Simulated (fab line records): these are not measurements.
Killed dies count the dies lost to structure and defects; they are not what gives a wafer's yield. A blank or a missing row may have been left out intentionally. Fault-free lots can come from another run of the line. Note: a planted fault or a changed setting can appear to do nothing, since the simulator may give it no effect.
A lot that was struck, set against a sound lot :: flow sky130 :: 20 out of 708 route steps
Sound: these wafers, L673.2, L673.4, L673.6. Struck: wafers L666.2, L666.3, L666.5. The cause is given at the end.
Per side, at each step with rows, come the tool, then ch with its chambers, and then its first start. Under that, the readings that differ: sound wafers :: struck wafers :: difference of the means :: sigmas: that difference in standard deviations of wafers without a fault.
alike: a reading whose means differ by less than 2 such deviations, as well as words and numbers matching on both sides. not compared: withheld readings; readings where some wafer has no value; bounds like >300 that might hide an equal value; numbers whose values overlap and for which the record gives no deviation.
The two part at a step that has a row with sigmas, a row that says differs or no value, or rows on one side only. When numbers do not overlap yet have no deviation, they are printed without sigmas and do not part them. A reading that every wafer of one side lacks parts them only if that side has two wafers or more.

first, 6 steps without rows for these wafers: SKY_VT_ADJUST_PCH_HMDS_01 (prime time 60 s); SKY_VT_ADJUST_PCH_COAT_02 (resist thk 3000 nm); SKY_VT_ADJUST_PCH_SOFTBAKE_03; SKY_VT_ADJUST_PCH_EXPOSE_04 (exposes mask NWM, target cd 840 nm); SKY_VT_ADJUST_PCH_PEB_05; SKY_VT_ADJUST_PCH_DEVELOP_06 (develop time 60 s).
SKY_VT_ADJUST_PCH_OVL_MEAS_07:
  sound: overlay-01 at day 16 08:37; struck: overlay-02 at day 14 04:46
reading: VT_ADJUST_PCH_OVL (nm)
sound: -2.8 -3.5 -3.0
struck: 1.8 1.8 1.9
difference: +4.9
sigmas: +3
then, 1 step without rows for these wafers: SKY_VT_ADJUST_PCH_IMPLANT_08.
SKY_VT_ADJUST_PCH_STRIP_09: strips in O2/N2.
  sound on plasma asher-04 ch 0,1, day 16 08:47; struck on plasma asher-04 ch 0,1, day 14 04:56
  alike: chamber pressure mTorr, drypump motor current A, oes product au, strip time to endpoint s
  not compared: rf hours counter h
SKY_VT_ADJUST_PCH_TW_MEAS_10:
  sound: film metro-03 at day 16 08:54; struck: film metro-04 at day 14 05:03
  alike: VT_ADJUST_PCH_TW
then, 2 steps without rows for these wafers: SKY_SONOS_TUNNEL_DEHYDRATE_00 (time 60 s); SKY_SONOS_TUNNEL_HMDS_01 (prime time 60 s).
SKY_SONOS_TUNNEL_COAT_02: resist thk 1140 nm.
  struck on litho track-01, day 14 17:53; sound on litho track-04 ch 0, day 16 22:26
  no value came back on the struck wafers for chill plate temp C (C), dispense pressure kPa (kPa); on the sound wafers chill plate temp C (C) reads 22.91 23.12 23.02
then, 4 steps without rows for these wafers: SKY_SONOS_TUNNEL_SOFTBAKE_03 (time 60 s); SKY_SONOS_TUNNEL_EXPOSE_04 (exposes mask TUNM, target cd 410 nm); SKY_SONOS_TUNNEL_PEB_05; SKY_SONOS_TUNNEL_DEVELOP_06 (develop time 60 s).
SKY_SONOS_TUNNEL_CD_MEAS_07 targets a cd of 410 nm.
  sound: cd sem-01 at day 17 13:31; struck: cd sem-02 at day 15 07:47
reading: cd nm (nm)
sound: 411.2 410.2 414.3
struck: - - -
difference: no value on the struck wafers
sigmas: 
SKY_SONOS_TUNNEL_OVL_MEAS_08:
  sound: overlay-01 at day 17 13:38; struck: overlay-02 at day 15 07:53
reading: SONOS_TUNNEL_OVL (nm)
sound: 0.0 0.8 -0.5
struck: - - -
difference: no value on the struck wafers
sigmas: 
-- here the record skips 34 days between the struck wafers' starts before and after, leaving off in module SONOS_TUNNEL and picking up in module PAD_OPEN (first step shown: number 708 of the route) --
SKY_PAD_OPEN_PROBE_99:
  rows exist in the record for the struck wafers here (prober-01, day 49 05:34), but not for the sound ones

== WHERE THEY PART ==
Earliest at SKY_VT_ADJUST_PCH_OVL_MEAS_07; latest, in this record, at SKY_PAD_OPEN_PROBE_99.

WHY: the cause the simulator had injected
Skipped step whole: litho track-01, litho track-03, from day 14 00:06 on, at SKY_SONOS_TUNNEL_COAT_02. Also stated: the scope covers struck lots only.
